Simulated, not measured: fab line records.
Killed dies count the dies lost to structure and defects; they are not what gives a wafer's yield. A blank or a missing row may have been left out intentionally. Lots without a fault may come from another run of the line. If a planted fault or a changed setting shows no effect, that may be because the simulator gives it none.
Chamber matching / flow sky130 / cmp-02 running SKY_FIELD_ISO_CMP_27: 4 sister chambers
The step polishes, stops on Si3N4, t overpolish 16 s, target thk 457.8 nm. 8 wafers are shown with their chamber, then 12 later ones without.

## WAFERS WITH THEIR CHAMBER
wafer=L079.3; chamber=0; motorCurrentA (A)=10.0; timeToEndpointS (s)=110
wafer=L084.2; chamber=0; motorCurrentA (A)=10.2; timeToEndpointS (s)=106
wafer=L085.2; chamber=1; motorCurrentA (A)=10.5; timeToEndpointS (s)=110
wafer=L085.4; chamber=2; motorCurrentA (A)=12.7; timeToEndpointS (s)=105
wafer=L085.6; chamber=3; motorCurrentA (A)=11.5; timeToEndpointS (s)=113
wafer=L086.2; chamber=3; motorCurrentA (A)=11.3; timeToEndpointS (s)=105
wafer=L086.5; chamber=2; motorCurrentA (A)=12.9; timeToEndpointS (s)=103
wafer=L086.6; chamber=1; motorCurrentA (A)=11.1; timeToEndpointS (s)=107

## WAFERS MISSING THEIR CHAMBER
wafer=L088.1; motorCurrentA (A)=10.1; timeToEndpointS (s)=105
wafer=L088.2; motorCurrentA (A)=12.8; timeToEndpointS (s)=101
wafer=L088.4; motorCurrentA (A)=11.5; timeToEndpointS (s)=109
wafer=L092.1; motorCurrentA (A)=12.3; timeToEndpointS (s)=107
wafer=L092.2; motorCurrentA (A)=11.0; timeToEndpointS (s)=115
wafer=L092.3; motorCurrentA (A)=11.0; timeToEndpointS (s)=117
wafer=L095.1; motorCurrentA (A)=10.9; timeToEndpointS (s)=109
wafer=L095.5; motorCurrentA (A)=11.5; timeToEndpointS (s)=109
wafer=L095.6; motorCurrentA (A)=12.6; timeToEndpointS (s)=105
wafer=L097.3; motorCurrentA (A)=12.4; timeToEndpointS (s)=102
wafer=L097.5; motorCurrentA (A)=12.4; timeToEndpointS (s)=104
wafer=L097.6; motorCurrentA (A)=10.6; timeToEndpointS (s)=112

## WHICH CHAMBER EACH ONE RAN IN
wafer=L088.1; from the rows above=0; in truth=0
wafer=L088.2; from the rows above=2; in truth=2
wafer=L088.4; from the rows above=3; in truth=3
wafer=L092.1; from the rows above=can't be placed: 2 or 3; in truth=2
wafer=L092.2; from the rows above=can't be placed: 1 or 3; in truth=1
wafer=L092.3; from the rows above=can't be placed: 1 or 3 or 0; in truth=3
wafer=L095.1; from the rows above=can't be placed: 1 or 3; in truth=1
wafer=L095.5; from the rows above=3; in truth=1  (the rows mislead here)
wafer=L095.6; from the rows above=2; in truth=2
wafer=L097.3; from the rows above=2; in truth=2
wafer=L097.5; from the rows above=2; in truth=2
wafer=L097.6; from the rows above=can't be placed: 1 or 0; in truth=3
Placed correctly: 6 of 12. Can't be placed from these rows: 5 (the true chamber is among the candidates in 4). Wrongly placed: 1.
How it was worked out, from the rows above alone: a wafer's distance from a chamber is the root of the sum, over the readings, of the square of ((its reading less the chamber's mean) divided by the reading's scatter). The wafer belongs to the nearest chamber; if the next one is less than 2 further off, it can't be placed. The mean given for a chamber averages the wafers shown for that chamber. The scatter: take each reading less its chamber's mean, square it, sum over the shown wafers, divide by the number of wafers less the number of chambers, and take the root.
